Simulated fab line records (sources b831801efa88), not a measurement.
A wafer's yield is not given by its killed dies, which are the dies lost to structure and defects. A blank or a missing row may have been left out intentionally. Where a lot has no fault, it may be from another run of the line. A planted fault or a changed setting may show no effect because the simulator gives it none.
Which of the tools did it? ; flow gf180mcu ; 6 lots with 18 wafers sampled at 3 steps, on a route of 602 steps

== WHAT EACH GAUGE READ, for each wafer ==
GF_M3_CD_MEAS_14 targets a cd of 280 nm.
lot;measured;on;cd-nm (nm)
L216;day 22 12:01;cd-sem-01;277.8 277.2 278.7
L218;day 23 00:28;cd-sem-01;282.7 283.6 282.2
L220;day 23 23:00;cd-sem-01;279.5 279.7 279.4
L226;day 26 02:05;cd-sem-02;280.2 281.1 280.9
L229;day 27 02:20;cd-sem-01;291.5 290.7 290.9
L233;day 27 23:12;cd-sem-01;280.6 281.6 280.9

== EACH LOT AND THE TOOL THAT RAN IT (in order: tool; ch and the chambers of the sampled wafers; start) ==
lot;GF_M2_STRIP_17;GF_M3_EXPOSE_11
L216;plasma-asher-01 ch 0,1, day 20 10:22;krf-scanner-02 ch 0, day 22 00:34
L218;plasma-asher-03 ch 0,1, day 20 22:52;krf-scanner-02 ch 0, day 22 13:22
L220;plasma-asher-03 ch 0,1, day 21 22:37;krf-scanner-01 ch 0, day 23 11:58
L226;plasma-asher-02 ch 0,1, day 24 05:03;krf-scanner-01 ch 0, day 25 16:05
L229;plasma-asher-02 ch 0,1, day 25 06:03;krf-scanner-02 ch 0, day 26 16:23
L233;plasma-asher-02 ch 0, day 26 03:34;krf-scanner-01 ch 0, day 27 13:16
- GF_M2_STRIP_17: strips in O2/N2.
- GF_M3_EXPOSE_11: exposes mask Metal3, target cd 280 nm.

== THE ANSWER, worked out from the rows above alone ==
Rule: what is usual is taken from the lots themselves. The widest of any qualifying gaps counts: lots, ordered by their means at a reading, are off when they make up no more than a third of the lots, leave a main group of 4 or more, and stand apart from it by 3 or more times the standard deviation of that group's means. A main group whose means are all the same, to the digits that the tables above print for the reading, isn't used. Also off: a lot with no number at a reading for which 4 or more lots have one. Where the step has rows for the other lots, those lots are counted as sound.
Off at GF_M3_CD_MEAS_14 (cd-nm): L229. Main group: mean 280.4 nm, sd 1.6.
A tool fits if, at a process step before that reading, it ran every lot that is off, and no sound lot after the first of them. Those tools and the gauges at GF_M3_CD_MEAS_14 are tried in the same way. One fits: krf-scanner-02 at GF_M3_EXPOSE_11. Its last sound lot is L218 (day 22 13:22), its first lot that is off L229 (day 26 16:23): a fault that began between those two fits.

== WHAT THE SIMULATOR HAD PUT IN ==
Process parameters drifting: krf-scanner-02 at GF_M3_EXPOSE_11, beginning at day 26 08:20. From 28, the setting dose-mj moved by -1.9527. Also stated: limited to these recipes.
Struck lots among those shown: L229. The rule above found the same.
